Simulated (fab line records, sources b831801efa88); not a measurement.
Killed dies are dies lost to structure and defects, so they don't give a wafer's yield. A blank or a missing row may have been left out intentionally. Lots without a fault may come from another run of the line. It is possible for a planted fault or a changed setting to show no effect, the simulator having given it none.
The tool behind it: which one? || flow gf180mcu || 13 lots, 39 wafers sampled, at 4 steps of a route of 602

WHAT THE GAUGES SHOWED, per wafer
GF_PSD_OVL_MEAS_08. Usual: for PSD_OVL the level is 0.0 nm and the standard deviation is 1.3.
{"lot": "L718", "measured": "day 14 16:37", "on": "overlay-02", "PSD_OVL (nm)": "0.7 -0.7 -1.1", "flag": ""}
{"lot": "L721", "measured": "day 15 15:53", "on": "overlay-02", "PSD_OVL (nm)": "-2.1 -2.1 -0.2", "flag": ""}
{"lot": "L722", "measured": "day 15 20:23", "on": "overlay-01", "PSD_OVL (nm)": "1.8 0.8 1.9", "flag": ""}
{"lot": "L724", "measured": "day 16 16:43", "on": "overlay-01", "PSD_OVL (nm)": "-0.4 -0.2 0.1", "flag": ""}
{"lot": "L725", "measured": "day 17 02:13", "on": "overlay-01", "PSD_OVL (nm)": "1.9 1.5 2.1", "flag": ""}
{"lot": "L726", "measured": "day 17 06:10", "on": "overlay-02", "PSD_OVL (nm)": "2.0 -0.4 -0.2", "flag": ""}
{"lot": "L728", "measured": "day 18 05:52", "on": "overlay-01", "PSD_OVL (nm)": "-3.4 -1.8 -1.3", "flag": ""}
{"lot": "L735", "measured": "day 20 14:43", "on": "overlay-02", "PSD_OVL (nm)": "0.8 -2.3 -1.1", "flag": ""}
{"lot": "L736", "measured": "day 20 22:16", "on": "overlay-01", "PSD_OVL (nm)": "0.0 -0.6 0.9", "flag": ""}
{"lot": "L737", "measured": "day 21 11:41", "on": "overlay-01", "PSD_OVL (nm)": "-0.4 -0.3 1.7", "flag": ""}
{"lot": "L738", "measured": "day 21 20:01", "on": "overlay-02", "PSD_OVL (nm)": "3.1 2.4 1.7", "flag": ""}
{"lot": "L739", "measured": "day 22 08:08", "on": "overlay-01", "PSD_OVL (nm)": "-0.9 0.9 -1.1", "flag": ""}
{"lot": "L740", "measured": "day 22 17:14", "on": "overlay-02", "PSD_OVL (nm)": "2.5 0.5 1.1", "flag": ""}

GF_SAB_THK_MEAS_01. Usual: for SAB_CVD_00_THK the level is 50.1 nm and the standard deviation is 0.7.
{"lot": "L718", "measured": "day 14 17:22", "on": "filmMetro-03", "SAB_CVD_00_THK (nm)": "50.5 50.9 51.6", "flag": ""}
{"lot": "L721", "measured": "day 15 16:37", "on": "filmMetro-01", "SAB_CVD_00_THK (nm)": "49.9 49.6 50.5", "flag": ""}
{"lot": "L722", "measured": "day 15 21:08", "on": "filmMetro-01", "SAB_CVD_00_THK (nm)": "49.3 50.4 50.9", "flag": ""}
{"lot": "L724", "measured": "day 16 17:28", "on": "filmMetro-03", "SAB_CVD_00_THK (nm)": "50.5 50.1 50.8", "flag": ""}
{"lot": "L725", "measured": "day 17 02:58", "on": "filmMetro-03", "SAB_CVD_00_THK (nm)": "49.6 50.6 50.2", "flag": ""}
{"lot": "L726", "measured": "day 17 06:55", "on": "filmMetro-01", "SAB_CVD_00_THK (nm)": "50.5 51.4 51.7", "flag": ""}
{"lot": "L728", "measured": "day 18 06:37", "on": "filmMetro-03", "SAB_CVD_00_THK (nm)": "49.9 50.7 51.6", "flag": ""}
{"lot": "L735", "measured": "day 20 15:28", "on": "filmMetro-01", "SAB_CVD_00_THK (nm)": "49.1 50.2 65.5 49.2 50.1 65.6", "flag": "OFF"}
{"lot": "L736", "measured": "day 20 23:00", "on": "filmMetro-01", "SAB_CVD_00_THK (nm)": "64.5 50.3 65.9 64.5 50.2 65.8", "flag": "OFF"}
{"lot": "L737", "measured": "day 21 12:26", "on": "filmMetro-02", "SAB_CVD_00_THK (nm)": "49.2 49.3 50.6", "flag": ""}
{"lot": "L738", "measured": "day 21 20:46", "on": "filmMetro-03", "SAB_CVD_00_THK (nm)": "49.5 49.9 50.4", "flag": ""}
{"lot": "L739", "measured": "day 22 08:53", "on": "filmMetro-02", "SAB_CVD_00_THK (nm)": "48.9 49.6 49.8", "flag": ""}
{"lot": "L740", "measured": "day 22 17:59", "on": "filmMetro-02", "SAB_CVD_00_THK (nm)": "48.9 50.1 50.7", "flag": ""}

WHICH TOOL RAN EACH LOT (tool, then ch and the chambers of the sampled wafers, then the start)
{"lot": "L718", "GF_HV_LDD_RTA_52": "rtpAnneal-01 ch 0, day 12 21:11", "GF_SAB_CVD_00": "pecvd-01 ch 1,2, day 14 17:20"}
{"lot": "L721", "GF_HV_LDD_RTA_52": "rtpAnneal-01 ch 0, day 13 18:32", "GF_SAB_CVD_00": "pecvd-03 ch 0,1,2, day 15 16:36"}
{"lot": "L722", "GF_HV_LDD_RTA_52": "rtpAnneal-02 ch 0, day 13 22:28", "GF_SAB_CVD_00": "pecvd-02 ch 0,1,2, day 15 21:06"}
{"lot": "L724", "GF_HV_LDD_RTA_52": "rtpAnneal-01 ch 0, day 14 16:40", "GF_SAB_CVD_00": "pecvd-01 ch 0,2, day 16 17:26"}
{"lot": "L725", "GF_HV_LDD_RTA_52": "rtpAnneal-02 ch 0, day 15 02:45", "GF_SAB_CVD_00": "pecvd-03 ch 0,2, day 17 02:56"}
{"lot": "L726", "GF_HV_LDD_RTA_52": "rtpAnneal-01 ch 0, day 15 07:37", "GF_SAB_CVD_00": "pecvd-01 ch 1,2, day 17 06:52"}
{"lot": "L728", "GF_HV_LDD_RTA_52": "rtpAnneal-01 ch 0, day 16 04:47", "GF_SAB_CVD_00": "pecvd-01 ch 0,1,2, day 18 06:35"}
{"lot": "L735", "GF_HV_LDD_RTA_52": "rtpAnneal-01 ch 0, day 18 10:41", "GF_SAB_CVD_00": "pecvd-03 ch 0, day 20 15:26"}
{"lot": "L736", "GF_HV_LDD_RTA_52": "rtpAnneal-02 ch 0, day 18 18:31", "GF_SAB_CVD_00": "pecvd-03 ch 0,1, day 20 22:59"}
{"lot": "L737", "GF_HV_LDD_RTA_52": "rtpAnneal-02 ch 0, day 19 08:47", "GF_SAB_CVD_00": "pecvd-01 ch 0,2, day 21 12:25"}
{"lot": "L738", "GF_HV_LDD_RTA_52": "rtpAnneal-02 ch 0, day 19 17:32", "GF_SAB_CVD_00": "pecvd-02 ch 0,1,2, day 21 20:44"}
{"lot": "L739", "GF_HV_LDD_RTA_52": "rtpAnneal-01 ch 0, day 20 05:06", "GF_SAB_CVD_00": "pecvd-02 ch 1,2, day 22 08:51"}
{"lot": "L740", "GF_HV_LDD_RTA_52": "rtpAnneal-02 ch 0, day 20 14:22", "GF_SAB_CVD_00": "pecvd-02 ch 0,1, day 22 17:58"}
- GF_HV_LDD_RTA_52: time 10 s.
- GF_SAB_CVD_00: deposits SiO2 from TEOS, target thk 50 nm, time 4.9302 s.

AS READ BY THE TOOLS THEMSELVES (means over the sampled wafers that have a number; for cases with no such wafer, the mark the record gives instead)
GF_HV_LDD_RTA_52. Usual: lampPowerPct 33.1 %, standard deviation 2.9; wafer_temp_C_max 1006.2, standard deviation 2.5.
{"lot": "L718", "tool": "rtpAnneal-01", "lampPowerPct (%)": 36.1, "wafer_temp_C_max": 1008.6, "flag": ""}
{"lot": "L721", "tool": "rtpAnneal-01", "lampPowerPct (%)": 36.0, "wafer_temp_C_max": 1009.6, "flag": ""}
{"lot": "L722", "tool": "rtpAnneal-02", "lampPowerPct (%)": 30.2, "wafer_temp_C_max": 1004.0, "flag": ""}
{"lot": "L724", "tool": "rtpAnneal-01", "lampPowerPct (%)": 36.0, "wafer_temp_C_max": 1009.1, "flag": ""}
{"lot": "L725", "tool": "rtpAnneal-02", "lampPowerPct (%)": 30.2, "wafer_temp_C_max": 1004.3, "flag": ""}
{"lot": "L726", "tool": "rtpAnneal-01", "lampPowerPct (%)": 36.0, "wafer_temp_C_max": 1008.7, "flag": ""}
{"lot": "L728", "tool": "rtpAnneal-01", "lampPowerPct (%)": 36.0, "wafer_temp_C_max": 1008.7, "flag": ""}
{"lot": "L735", "tool": "rtpAnneal-01", "lampPowerPct (%)": 36.0, "wafer_temp_C_max": 1007.6, "flag": ""}
{"lot": "L736", "tool": "rtpAnneal-02", "lampPowerPct (%)": 30.2, "wafer_temp_C_max": 1004.1, "flag": ""}
{"lot": "L737", "tool": "rtpAnneal-02", "lampPowerPct (%)": 30.2, "wafer_temp_C_max": 1004.9, "flag": ""}
{"lot": "L738", "tool": "rtpAnneal-02", "lampPowerPct (%)": 30.2, "wafer_temp_C_max": 1003.7, "flag": ""}
{"lot": "L739", "tool": "rtpAnneal-01", "lampPowerPct (%)": 36.1, "wafer_temp_C_max": 1007.4, "flag": ""}
{"lot": "L740", "tool": "rtpAnneal-02", "lampPowerPct (%)": 30.2, "wafer_temp_C_max": 1004.1, "flag": ""}

GF_SAB_CVD_00. Usual: heaterPowerW reads 637 W (standard deviation 48).
{"lot": "L718", "tool": "pecvd-01", "heaterPowerW (W)": 676, "flag": ""}
{"lot": "L721", "tool": "pecvd-03", "heaterPowerW (W)": 648, "flag": ""}
{"lot": "L722", "tool": "pecvd-02", "heaterPowerW (W)": 650, "flag": ""}
{"lot": "L724", "tool": "pecvd-01", "heaterPowerW (W)": 631, "flag": ""}
{"lot": "L725", "tool": "pecvd-03", "heaterPowerW (W)": 608, "flag": ""}
{"lot": "L726", "tool": "pecvd-01", "heaterPowerW (W)": 684, "flag": ""}
{"lot": "L728", "tool": "pecvd-01", "heaterPowerW (W)": 678, "flag": ""}
{"lot": "L735", "tool": "pecvd-03", "heaterPowerW (W)": 596, "flag": ""}
{"lot": "L736", "tool": "pecvd-03", "heaterPowerW (W)": 644, "flag": ""}
{"lot": "L737", "tool": "pecvd-01", "heaterPowerW (W)": 703, "flag": ""}
{"lot": "L738", "tool": "pecvd-02", "heaterPowerW (W)": 624, "flag": ""}
{"lot": "L739", "tool": "pecvd-02", "heaterPowerW (W)": 618, "flag": ""}
{"lot": "L740", "tool": "pecvd-02", "heaterPowerW (W)": 639, "flag": ""}

THE ANSWER, worked out from the rows above alone
Rule: a lot is off if the mean of its wafers that have a number lies more than 3 standard deviations from the usual mean. A lot without any number at a reading at which 4 lots or more have one is off too. Any other lot the step has rows for is counted as sound. After the gauges, taken in route order, come the tools' own readings; for these a lot's mean is taken, as printed above. The first step at which some lot is off is used, and at that step the reading that is off furthest; a lot without a number counts as furthest.
Off: L735, L736, seen at GF_SAB_THK_MEAS_01 (SAB_CVD_00_THK).
If a tool, at a process step before that reading, ran all the lots that are off and no sound lot after the first of them, it fits. Gauges at GF_SAB_THK_MEAS_01: tried the same way as those tools. 2 tools fit, pecvd-03 at GF_SAB_CVD_00 and filmMetro-01 at GF_SAB_THK_MEAS_01, so this cannot tell which one it is.

WHAT HAD BEEN PUT IN BY THE SIMULATOR
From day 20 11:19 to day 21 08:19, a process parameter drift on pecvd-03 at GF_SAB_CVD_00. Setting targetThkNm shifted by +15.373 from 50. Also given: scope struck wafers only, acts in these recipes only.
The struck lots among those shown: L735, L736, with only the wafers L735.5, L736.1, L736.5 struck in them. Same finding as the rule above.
